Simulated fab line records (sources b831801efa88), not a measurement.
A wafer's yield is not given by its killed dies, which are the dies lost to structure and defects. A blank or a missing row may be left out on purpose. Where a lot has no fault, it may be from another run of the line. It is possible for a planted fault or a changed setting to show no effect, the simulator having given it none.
fab line records / flow gf180mcu / part 2 of 2: steps 30 to 41 of 41
record: lots: 5 wafers: 15 lastDay: 33
route steps=602 shown POLY_GATE@157 HV_LDD@176
lots untouched by any fault: they come from a run of this same line in which no faults occurred
startH: start of the lot's first displayed wafer, in hours after the record's first day / waitH: hours from the lot's prior step to this one / " repeats the value in the row above / L1.1+2: one row covering several wafers at once / - no value, or no start was given / * or withheld: withheld / < > ~ a bound
route shown NAME@n: a module of which the file shows steps, and the number in the route of the first / usual: mean/standard deviation of fault-free wafers / same: alike in all rows / chamber/n: place in a boat / sites: readings site by site / _std_site: the values' standard deviation / _edge_site: the outer-site mean with the inner-site mean subtracted / radiusMm: for every site, how far away it sits from the centre of the wafer / mask NAME#n: copy n / behind: the last tool/chamber to shape the wafer / hold: why the lot was held/for how many hours/how that ended / device: whichever transistor did not switch (one of n, p or np) / end of line: tests of these same wafers at the route's end / step lacking rows: just its recipe / killed: the dies lost at the first sort to structure and to defects; this is not the yield of the wafer / map: dies across one wafer; x = killed, . = not, _ = none there
set.NAME: setting as actually run; set.NAME@STEP: the setting as run at that earlier step / model.NAME: the simulator's own value behind a step, which no gauge read
lots seen at some steps along the route; tables by step, rows by wafer
services: the hour from which a tool's chamber was out of use, counted from the record's first day as startH (under 0 if before that day), plus the number of hours and why
== steps ==
step: GF_HV_LDD_STRIP_10
recipe: chemistry: O2/N2 powerW: 1400 pressureMtorr: 1500 platenTempC: 250 o2FlowSccm: 3000 n2FlowSccm: 300 overashFraction: 0.5
usual: drypumpMotorCurrentA: 5.9/0.49 heaterPowerW: 345/49 o2FlowSccm: 3000/9.2 oesProductAu: 0.715/0.0044 stripTimeToEndpointS: 12.63/0.031
lot.wafer=L081.3 tool=plasmaAsher-04 chamber=1 startH=277.03 waitH=0.1 drypumpMotorCurrentA=5.6 heaterPowerW=336 o2FlowSccm=2998 oesProductAu=0.709 rfHoursCounterH=- stripTimeToEndpointS=12.61
lot.wafer=L081.4 tool=plasmaAsher-04 chamber=0 startH=277.03 waitH=0.1 drypumpMotorCurrentA=5.1 heaterPowerW=365 o2FlowSccm=3007 oesProductAu=0.710 rfHoursCounterH=- stripTimeToEndpointS=12.59
lot.wafer=L081.5 tool=plasmaAsher-04 chamber=1 startH=277.03 waitH=0.1 drypumpMotorCurrentA=5.6 heaterPowerW=340 o2FlowSccm=3003 oesProductAu=0.719 rfHoursCounterH=- stripTimeToEndpointS=12.61
lot.wafer=L083.3 tool=plasmaAsher-04 chamber=1 startH=290.50 waitH=0.1 drypumpMotorCurrentA=5.6 heaterPowerW=340 o2FlowSccm=2996 oesProductAu=0.713 rfHoursCounterH=- stripTimeToEndpointS=12.61
lot.wafer=L083.4 tool=plasmaAsher-04 chamber=0 startH=290.50 waitH=0.1 drypumpMotorCurrentA=5.1 heaterPowerW=352 o2FlowSccm=3002 oesProductAu=0.716 rfHoursCounterH=- stripTimeToEndpointS=12.66
lot.wafer=L083.5 tool=plasmaAsher-04 chamber=0 startH=290.50 waitH=0.1 drypumpMotorCurrentA=5.1 heaterPowerW=363 o2FlowSccm=3002 oesProductAu=0.722 rfHoursCounterH=- stripTimeToEndpointS=12.63
lot.wafer=L086.3 tool=plasmaAsher-03 chamber=1 startH=311.20 waitH=0.1 drypumpMotorCurrentA=6.2 heaterPowerW=235 o2FlowSccm=2994 oesProductAu=0.710 rfHoursCounterH=- stripTimeToEndpointS=12.68
lot.wafer=L086.5 tool=plasmaAsher-03 chamber=1 startH=311.20 waitH=0.1 drypumpMotorCurrentA=6.2 heaterPowerW=238 o2FlowSccm=3003 oesProductAu=0.717 rfHoursCounterH=- stripTimeToEndpointS=12.71
lot.wafer=L086.6 tool=plasmaAsher-03 chamber=0 startH=311.20 waitH=0.1 drypumpMotorCurrentA=6.3 heaterPowerW=386 o2FlowSccm=2994 oesProductAu=0.720 rfHoursCounterH=- stripTimeToEndpointS=12.64
lot.wafer=L087.2 tool=plasmaAsher-02 chamber=0 startH=316.26 waitH=0.1 drypumpMotorCurrentA=6.4 heaterPowerW=398 o2FlowSccm=2996 oesProductAu=0.716 rfHoursCounterH=22 stripTimeToEndpointS=12.65
lot.wafer=L087.4 tool=plasmaAsher-02 chamber=1 startH=316.26 waitH=0.1 drypumpMotorCurrentA=6.3 heaterPowerW=334 o2FlowSccm=2987 oesProductAu=0.718 rfHoursCounterH=- stripTimeToEndpointS=12.66
lot.wafer=L087.6 tool=plasmaAsher-02 chamber=1 startH=316.26 waitH=0.1 drypumpMotorCurrentA=6.3 heaterPowerW=323 o2FlowSccm=2991 oesProductAu=0.716 rfHoursCounterH=- stripTimeToEndpointS=12.59
lot.wafer=L091.3 tool=plasmaAsher-03 chamber=1 startH=347.33 waitH=0.1 drypumpMotorCurrentA=6.2 heaterPowerW=237 o2FlowSccm=2971 oesProductAu=0.714 rfHoursCounterH=- stripTimeToEndpointS=12.59
lot.wafer=L091.4 tool=plasmaAsher-03 chamber=0 startH=347.33 waitH=0.1 drypumpMotorCurrentA=6.3 heaterPowerW=385 o2FlowSccm=2985 oesProductAu=0.718 rfHoursCounterH=- stripTimeToEndpointS=12.63
lot.wafer=L091.6 tool=plasmaAsher-03 chamber=0 startH=347.33 waitH=0.1 drypumpMotorCurrentA=6.3 heaterPowerW=382 o2FlowSccm=2989 oesProductAu=0.710 rfHoursCounterH=- stripTimeToEndpointS=12.60
step: GF_HV_LDD_TW_MEAS_11
usual: HV_LDD_TW: 2409/21
lot.wafer=L081.3 tool=filmMetro-02 chamber=- startH=277.11 waitH=0.1 HV_LDD_TW=2436
lot.wafer=L081.4 tool=filmMetro-02 chamber=- startH=277.11 waitH=0.1 HV_LDD_TW=2445
lot.wafer=L081.5 tool=filmMetro-02 chamber=- startH=277.11 waitH=0.1 HV_LDD_TW=2448
lot.wafer=L083.3 tool=filmMetro-03 chamber=- startH=290.58 waitH=0.1 HV_LDD_TW=2403
lot.wafer=L083.4 tool=filmMetro-03 chamber=- startH=290.58 waitH=0.1 HV_LDD_TW=2401
lot.wafer=L083.5 tool=filmMetro-03 chamber=- startH=290.58 waitH=0.1 HV_LDD_TW=2408
lot.wafer=L086.3 tool=filmMetro-03 chamber=- startH=311.28 waitH=0.1 HV_LDD_TW=2404
lot.wafer=L086.5 tool=filmMetro-03 chamber=- startH=311.28 waitH=0.1 HV_LDD_TW=2402
lot.wafer=L086.6 tool=filmMetro-03 chamber=- startH=311.28 waitH=0.1 HV_LDD_TW=2409
lot.wafer=L087.2 tool=filmMetro-02 chamber=- startH=316.37 waitH=0.1 HV_LDD_TW=2439
lot.wafer=L087.4 tool=filmMetro-02 chamber=- startH=316.37 waitH=0.1 HV_LDD_TW=2451
lot.wafer=L087.6 tool=filmMetro-02 chamber=- startH=316.37 waitH=0.1 HV_LDD_TW=2450
lot.wafer=L091.3 tool=filmMetro-03 chamber=- startH=347.41 waitH=0.1 HV_LDD_TW=2415
lot.wafer=L091.4 tool=filmMetro-03 chamber=- startH=347.41 waitH=0.1 HV_LDD_TW=2416
lot.wafer=L091.6 tool=filmMetro-03 chamber=- startH=347.41 waitH=0.1 HV_LDD_TW=2414
step: GF_HV_LDD_DEHYDRATE_12
recipe: tempC: 200 timeS: 60
lot.wafer=L081.3+4+5 tool=lithoTrack-01 chamber=0 startH=285.56 waitH=8.4
lot.wafer=L083.3+4+5 tool=lithoTrack-03 chamber=0 startH=300.19 waitH=9.6
lot.wafer=L086.3+5+6 tool=lithoTrack-03 chamber=0 startH=321.09 waitH=9.8
lot.wafer=L087.2+4+6 tool=lithoTrack-02 chamber=0 startH=326.33 waitH=9.9
lot.wafer=L091.3+4+6 tool=lithoTrack-02 chamber=0 startH=358.15 waitH=10.7
step: GF_HV_LDD_HMDS_13
recipe: primeTimeS: 60 primeTempC: 120
usual: primeTempC: 119.99/0.14
lot.wafer=L081.3 tool=lithoTrack-01 chamber=0 startH=285.71 waitH=0.1 primeTempC=120.11
lot.wafer=L081.4 tool=lithoTrack-01 chamber=0 startH=285.71 waitH=0.1 primeTempC=120.10
lot.wafer=L081.5 tool=lithoTrack-01 chamber=0 startH=285.71 waitH=0.1 primeTempC=120.04
lot.wafer=L083.3 tool=lithoTrack-03 chamber=0 startH=300.34 waitH=0.1 primeTempC=119.87
lot.wafer=L083.4 tool=lithoTrack-03 chamber=0 startH=300.34 waitH=0.1 primeTempC=119.99
lot.wafer=L083.5 tool=lithoTrack-03 chamber=0 startH=300.34 waitH=0.1 primeTempC=119.96
lot.wafer=L086.3 tool=lithoTrack-03 chamber=0 startH=321.24 waitH=0.1 primeTempC=119.98
lot.wafer=L086.5 tool=lithoTrack-03 chamber=0 startH=321.24 waitH=0.1 primeTempC=119.73
lot.wafer=L086.6 tool=lithoTrack-03 chamber=0 startH=321.24 waitH=0.1 primeTempC=119.84
lot.wafer=L087.2 tool=lithoTrack-02 chamber=0 startH=326.48 waitH=0.1 primeTempC=119.98
lot.wafer=L087.4 tool=lithoTrack-02 chamber=0 startH=326.48 waitH=0.1 primeTempC=120.24
lot.wafer=L087.6 tool=lithoTrack-02 chamber=0 startH=326.48 waitH=0.1 primeTempC=120.16
lot.wafer=L091.3 tool=lithoTrack-02 chamber=0 startH=358.30 waitH=0.1 primeTempC=119.90
lot.wafer=L091.4 tool=lithoTrack-02 chamber=0 startH=358.30 waitH=0.1 primeTempC=120.00
lot.wafer=L091.6 tool=lithoTrack-02 chamber=0 startH=358.30 waitH=0.1 primeTempC=120.20
step: GF_HV_LDD_COAT_14
recipe: resist: NOVOLAK spinRpm: 3000 resistThkNm: 1000
usual: dispensePressureKPa: 53/4.8
lot.wafer=L081.3 tool=lithoTrack-01 chamber=0 startH=285.86 waitH=0.1 dispensePressureKPa=56
lot.wafer=L081.4 tool=lithoTrack-01 chamber=0 startH=285.86 waitH=0.1 dispensePressureKPa=56
lot.wafer=L081.5 tool=lithoTrack-01 chamber=0 startH=285.86 waitH=0.1 dispensePressureKPa=56
lot.wafer=L083.3 tool=lithoTrack-03 chamber=0 startH=300.49 waitH=0.1 dispensePressureKPa=47
lot.wafer=L083.4 tool=lithoTrack-03 chamber=0 startH=300.49 waitH=0.1 dispensePressureKPa=47
lot.wafer=L083.5 tool=lithoTrack-03 chamber=0 startH=300.49 waitH=0.1 dispensePressureKPa=47
lot.wafer=L086.3 tool=lithoTrack-03 chamber=0 startH=321.39 waitH=0.1 dispensePressureKPa=47
lot.wafer=L086.5 tool=lithoTrack-03 chamber=0 startH=321.39 waitH=0.1 dispensePressureKPa=47
lot.wafer=L086.6 tool=lithoTrack-03 chamber=0 startH=321.39 waitH=0.1 dispensePressureKPa=47
lot.wafer=L087.2 tool=lithoTrack-02 chamber=0 startH=326.63 waitH=0.1 dispensePressureKPa=58
lot.wafer=L087.4 tool=lithoTrack-02 chamber=0 startH=326.63 waitH=0.1 dispensePressureKPa=58
lot.wafer=L087.6 tool=lithoTrack-02 chamber=0 startH=326.63 waitH=0.1 dispensePressureKPa=58
lot.wafer=L091.3 tool=lithoTrack-02 chamber=0 startH=358.45 waitH=0.1 dispensePressureKPa=58
lot.wafer=L091.4 tool=lithoTrack-02 chamber=0 startH=358.45 waitH=0.1 dispensePressureKPa=58
lot.wafer=L091.6 tool=lithoTrack-02 chamber=0 startH=358.45 waitH=0.1 dispensePressureKPa=58
step: GF_HV_LDD_SOFTBAKE_15
recipe: tempC: 90 timeS: 60 resist: NOVOLAK
lot.wafer=L081.3+4+5 tool=lithoTrack-01 chamber=0 startH=286.01 waitH=0.1
lot.wafer=L083.3+4+5 tool=lithoTrack-03 chamber=0 startH=300.64 waitH=0.1
lot.wafer=L086.3+5+6 tool=lithoTrack-03 chamber=0 startH=321.54 waitH=0.1
lot.wafer=L087.2+4+6 tool=lithoTrack-02 chamber=0 startH=326.78 waitH=0.1
lot.wafer=L091.3+4+6 tool=lithoTrack-02 chamber=0 startH=358.60 waitH=0.1
step: GF_HV_LDD_EXPOSE_16
recipe: maskId: Pplus_LV_AREA targetCdNm: 400 na: 0.6 sourceShape: conventional sigmaOuter: 0.6 doseMj: 140
lot.wafer=L081.3+4+5 tool=ilineStepper-02 chamber=0 startH=- waitH=- mask=Pplus_LV_AREA#0
lot.wafer=L083.3+4+5 tool=ilineStepper-02 chamber=0 startH=- waitH=- mask=Pplus_LV_AREA#0
lot.wafer=L086.3+5+6 tool=ilineStepper-01 chamber=0 startH=- waitH=- mask=Pplus_LV_AREA#0
lot.wafer=L087.2+4+6 tool=ilineStepper-02 chamber=0 startH=- waitH=- mask=Pplus_LV_AREA#0
lot.wafer=L091.3+4+6 tool=ilineStepper-01 chamber=0 startH=- waitH=- mask=Pplus_LV_AREA#0
step: GF_HV_LDD_PEB_17
recipe: tempC: withheld timeS: * resist: NOVOLAK
lot.wafer=L081.3+4+5 tool=lithoTrack-01 chamber=0 startH=- waitH=-
lot.wafer=L083.3+4+5 tool=lithoTrack-01 chamber=0 startH=- waitH=-
lot.wafer=L086.3+5+6 tool=lithoTrack-02 chamber=0 startH=- waitH=-
lot.wafer=L087.2+4+6 tool=lithoTrack-03 chamber=0 startH=- waitH=-
lot.wafer=L091.3+4+6 tool=lithoTrack-02 chamber=0 startH=- waitH=-
step: GF_HV_LDD_DEVELOP_18
recipe: developTimeS: 60 devTempC: 23
lot.wafer=L081.3+4+5 tool=lithoTrack-01 chamber=0 startH=295.81 waitH=0.1
lot.wafer=L083.3+4+5 tool=lithoTrack-01 chamber=0 startH=311.06 waitH=0.1
lot.wafer=L086.3+5+6 tool=lithoTrack-02 chamber=0 startH=332.45 waitH=0.1
lot.wafer=L087.2+4+6 tool=lithoTrack-03 chamber=0 startH=337.16 waitH=0.1
lot.wafer=L091.3+4+6 tool=lithoTrack-02 chamber=0 startH=369.80 waitH=0.1
step: GF_HV_LDD_CD_MEAS_19
recipe: targetCdNm: 400
usual: cdNm: 400.0/2.5
lot.wafer=L081.3 tool=cdSem-01 chamber=- startH=295.95 waitH=0.1 cdNm=396.2
lot.wafer=L081.4 tool=cdSem-01 chamber=- startH=295.95 waitH=0.1 cdNm=397.9
lot.wafer=L081.5 tool=cdSem-01 chamber=- startH=295.95 waitH=0.1 cdNm=395.4
lot.wafer=L083.3 tool=cdSem-02 chamber=- startH=311.20 waitH=0.1 cdNm=396.2
lot.wafer=L083.4 tool=cdSem-02 chamber=- startH=311.20 waitH=0.1 cdNm=396.8
lot.wafer=L083.5 tool=cdSem-02 chamber=- startH=311.20 waitH=0.1 cdNm=394.9
lot.wafer=L086.3 tool=cdSem-02 chamber=- startH=332.59 waitH=0.1 cdNm=401.5
lot.wafer=L086.5 tool=cdSem-02 chamber=- startH=332.59 waitH=0.1 cdNm=398.7
lot.wafer=L086.6 tool=cdSem-02 chamber=- startH=332.59 waitH=0.1 cdNm=401.3
lot.wafer=L087.2 tool=cdSem-01 chamber=- startH=337.31 waitH=0.1 cdNm=396.8
lot.wafer=L087.4 tool=cdSem-01 chamber=- startH=337.31 waitH=0.1 cdNm=395.7
lot.wafer=L087.6 tool=cdSem-01 chamber=- startH=337.31 waitH=0.1 cdNm=397.8
lot.wafer=L091.3 tool=cdSem-01 chamber=- startH=369.94 waitH=0.1 cdNm=402.2
lot.wafer=L091.4 tool=cdSem-01 chamber=- startH=369.94 waitH=0.1 cdNm=402.8
lot.wafer=L091.6 tool=cdSem-01 chamber=- startH=369.94 waitH=0.1 cdNm=400.9
step: GF_HV_LDD_OVL_MEAS_20
usual: HV_LDD_01_OVL: 0.3/1.3
lot.wafer=L081.3 tool=overlay-02 chamber=- startH=296.04 waitH=0.1 HV_LDD_01_OVL[nm]=2.7
lot.wafer=L081.4 tool=overlay-02 chamber=- startH=296.04 waitH=0.1 HV_LDD_01_OVL[nm]=0.5
lot.wafer=L081.5 tool=overlay-02 chamber=- startH=296.04 waitH=0.1 HV_LDD_01_OVL[nm]=1.3
lot.wafer=L083.3 tool=overlay-01 chamber=- startH=311.29 waitH=0.1 HV_LDD_01_OVL[nm]=2.5
lot.wafer=L083.4 tool=overlay-01 chamber=- startH=311.29 waitH=0.1 HV_LDD_01_OVL[nm]=0.9
lot.wafer=L083.5 tool=overlay-01 chamber=- startH=311.29 waitH=0.1 HV_LDD_01_OVL[nm]=2.3
lot.wafer=L086.3 tool=overlay-01 chamber=- startH=332.68 waitH=0.1 HV_LDD_01_OVL[nm]=-0.8
lot.wafer=L086.5 tool=overlay-01 chamber=- startH=332.68 waitH=0.1 HV_LDD_01_OVL[nm]=0.8
lot.wafer=L086.6 tool=overlay-01 chamber=- startH=332.68 waitH=0.1 HV_LDD_01_OVL[nm]=-0.1
lot.wafer=L087.2 tool=overlay-01 chamber=- startH=337.41 waitH=0.1 HV_LDD_01_OVL[nm]=0.4
lot.wafer=L087.4 tool=overlay-01 chamber=- startH=337.41 waitH=0.1 HV_LDD_01_OVL[nm]=0.4
lot.wafer=L087.6 tool=overlay-01 chamber=- startH=337.41 waitH=0.1 HV_LDD_01_OVL[nm]=-1.0
lot.wafer=L091.3 tool=overlay-02 chamber=- startH=370.03 waitH=0.1 HV_LDD_01_OVL[nm]=0.9
lot.wafer=L091.4 tool=overlay-02 chamber=- startH=370.03 waitH=0.1 HV_LDD_01_OVL[nm]=2.4
lot.wafer=L091.6 tool=overlay-02 chamber=- startH=370.03 waitH=0.1 HV_LDD_01_OVL[nm]=2.1
step: GF_HV_LDD_IMPLANT_21
recipe: species: BF2 energyKev: 25 doseCm2: 5e+13 tiltDeg: 7
usual: tiltDeg: 7.001/0.02
lot.wafer=L081.3 tool=implanter-03 chamber=0 startH=296.11 waitH=0.1 tiltDeg=6.999
lot.wafer=L081.4 tool=implanter-03 chamber=0 startH=296.11 waitH=0.1 tiltDeg=7.033
lot.wafer=L081.5 tool=implanter-03 chamber=0 startH=296.11 waitH=0.1 tiltDeg=7.019
lot.wafer=L083.3 tool=implanter-04 chamber=0 startH=311.36 waitH=0.1 tiltDeg=7.034
lot.wafer=L083.4 tool=implanter-04 chamber=0 startH=311.36 waitH=0.1 tiltDeg=6.995
lot.wafer=L083.5 tool=implanter-04 chamber=0 startH=311.36 waitH=0.1 tiltDeg=6.978
lot.wafer=L086.3 tool=implanter-03 chamber=0 startH=332.76 waitH=0.1 tiltDeg=6.969
lot.wafer=L086.5 tool=implanter-03 chamber=0 startH=332.76 waitH=0.1 tiltDeg=6.991
lot.wafer=L086.6 tool=implanter-03 chamber=0 startH=332.76 waitH=0.1 tiltDeg=6.998
lot.wafer=L087.2 tool=implanter-04 chamber=0 startH=337.49 waitH=0.1 tiltDeg=7.040
lot.wafer=L087.4 tool=implanter-04 chamber=0 startH=337.49 waitH=0.1 tiltDeg=6.984
lot.wafer=L087.6 tool=implanter-04 chamber=0 startH=337.49 waitH=0.1 tiltDeg=7.024
lot.wafer=L091.3 tool=implanter-04 chamber=0 startH=370.11 waitH=0.1 tiltDeg=7.013
lot.wafer=L091.4 tool=implanter-04 chamber=0 startH=370.11 waitH=0.1 tiltDeg=7.015
lot.wafer=L091.6 tool=implanter-04 chamber=0 startH=370.11 waitH=0.1 tiltDeg=7.009
== services ==
tool=rieDiel-01 chamber=0 startH=212.13 hours=2.1 kind=repair
tool=plasmaAsher-03 chamber=- startH=216.99 hours=2.9 kind=repair
tool=rieDiel-01 chamber=1 startH=227.89 hours=6.1 kind=repair
tool=plasmaAsher-01 chamber=- startH=234.50 hours=7.3 kind=repair
tool=rieSi-02 chamber=0 startH=234.92 hours=4.1 kind=repair
tool=rieSi-02 chamber=0 startH=242.76 hours=2.2 kind=repair
tool=ilineStepper-02 chamber=- startH=249.41 hours=4.2 kind=repair
tool=ilineStepper-02 chamber=- startH=256.10 hours=4.4 kind=pm
tool=rieSi-02 chamber=1 startH=264.48 hours=3.3 kind=repair
tool=krfScanner-02 chamber=- startH=267.59 hours=3.6 kind=pm
tool=rieDiel-01 chamber=0 startH=269.20 hours=6.6 kind=repair
tool=rieDiel-01 chamber=1 startH=276.11 hours=5.1 kind=repair
tool=ilineStepper-02 chamber=- startH=276.20 hours=1.7 kind=pm
tool=plasmaAsher-03 chamber=- startH=293.60 hours=14.6 kind=pm
tool=furnace-01 chamber=- startH=302.01 hours=1.8 kind=pm
tool=rieSi-02 chamber=- startH=302.62 hours=2.8 kind=pm
tool=ilineStepper-01 chamber=- startH=309.29 hours=2.1 kind=pm
tool=krfScanner-02 chamber=- startH=311.61 hours=0.8 kind=pm
tool=rieDiel-01 chamber=0 startH=313.49 hours=5.0 kind=repair
tool=krfScanner-02 chamber=- startH=315.31 hours=0.8 kind=pm
tool=krfScanner-02 chamber=- startH=316.15 hours=1.3 kind=pm
tool=ilineStepper-01 chamber=- startH=330.80 hours=2.3 kind=repair
tool=krfScanner-02 chamber=- startH=345.04 hours=1.0 kind=pm
tool=plasmaAsher-03 chamber=- startH=362.82 hours=4.3 kind=repair
